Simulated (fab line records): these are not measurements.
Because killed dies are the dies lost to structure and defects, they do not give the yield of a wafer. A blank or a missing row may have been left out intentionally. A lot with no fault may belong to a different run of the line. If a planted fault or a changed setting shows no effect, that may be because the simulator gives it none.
Code-filled problem report in 8D (eight disciplines) form | flow sfq line | the parts of the form that need people (team, actions taken, sign-off) are left out

## 1. THE PROBLEM
At SFQ_TRILAYER_I0_CMP_CMP_028, time to endpoint s averages 278 s over 4 wafers from 2 lots, while fault-free wafers read 208 s, standard deviation 7.5. Measured from the usual mean, that is +9.3 standard deviations.
The step: polishes SiO2.
Earliest sighting: wafer L934.2 on cmp-02 at day 19 01:37. The record holds 42 wafers of 14 lots with a number at this step. By rule, "out" or "out of limits" means more than 4 standard deviations away from the usual mean. All remaining wafers that have a number are taken as sound.

## 2. WHAT IT IS; WHAT IT IS NOT
question                    | is                             | is not
which readings at this step | time to endpoint s             | motor current A
which lots                  | L934, L935                     | L915, L916, L917, L918, L921, L922, L923, L924, L925, L932, L933, L938
which wafers of those lots  | L934.2, L934.6, L935.3, L935.6 | L934.1, L935.4
read on which tools         | cmp-02                         | cmp-01
when                        | from day 19 01:37              | up to then (34 sound wafers); but 4 sound wafers of L935, L938 came after

## 3. SUSPECTS, AND WHAT RULES EACH OUT
Counting: if a tool at a process step up to the reading ran every lot that is out, it stays a suspect. Sound lots after the first of them don't rule it out here, since some wafers of a struck lot are sound.
- cmp-02 at SFQ_TRILAYER_I0_CMP_CMP_028 (polishes SiO2): kept. Every lot that is out went through it, the first being L934 (day 19 01:37); the last sound lot it ran before that was L933 (day 18 18:24). On those wafers its own readings are out: time to endpoint s.
- Within cmp-02 at SFQ_TRILAYER_I0_CMP_CMP_028: the wafers that are out ran in chambers 0, 2; their sound lot-mates ran in chamber 3.
Remaining after the count: cmp-02 at SFQ_TRILAYER_I0_CMP_CMP_028.

## 4. THE CAUSE (what the simulator had put in)
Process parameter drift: cmp-02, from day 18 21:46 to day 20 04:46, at SFQ_TRILAYER_I0_CMP_CMP_028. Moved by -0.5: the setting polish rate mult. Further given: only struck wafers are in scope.
This tool alone remained once counting was done.

## 5. THE EFFECT CHAIN, in route order
Each row: a reading where the mean over the struck wafers with a number is more than 3 standard deviations away from the usual. Readings are gone through only where the record gives a usual standard deviation; hours: the median, over the lots, of the time from a lot's start at the first step in this table giving one to that lot's start at this step; sigmas: the change measured in usual standard deviations.
hours | step                                  | reading            | usual      | on struck wafers | change | sigmas
0     | SFQ_TRILAYER_I0_CMP_CMP_028           | time to endpoint s | 208 s      | 278              | +70    | +9.3
3     | SFQ_TRILAYER_I0_METRO_MEASURE_029     | thk nm             | 199.2 nm   | 303.6            | +104.4 | +99 or more
135   | SFQ_TRILAYER_I0_VIA_ETCH_VIA_ETCH_034 | oes product au     | 0.853 a.u. | 0.981            | +0.128 | +26
Process steps it contains:
- SFQ_TRILAYER_I0_CMP_CMP_028: polishes SiO2.
- SFQ_TRILAYER_I0_METRO_MEASURE_029
- SFQ_TRILAYER_I0_VIA_ETCH_VIA_ETCH_034: etches SiO2 in CHF3, stops on Nb, target depth 260 nm.

## 6. WHAT WOULD HAVE CAUGHT IT SOONER
In this record no reading fell out of limits until day 19 01:37, 4 hours after the fault had begun at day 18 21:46.
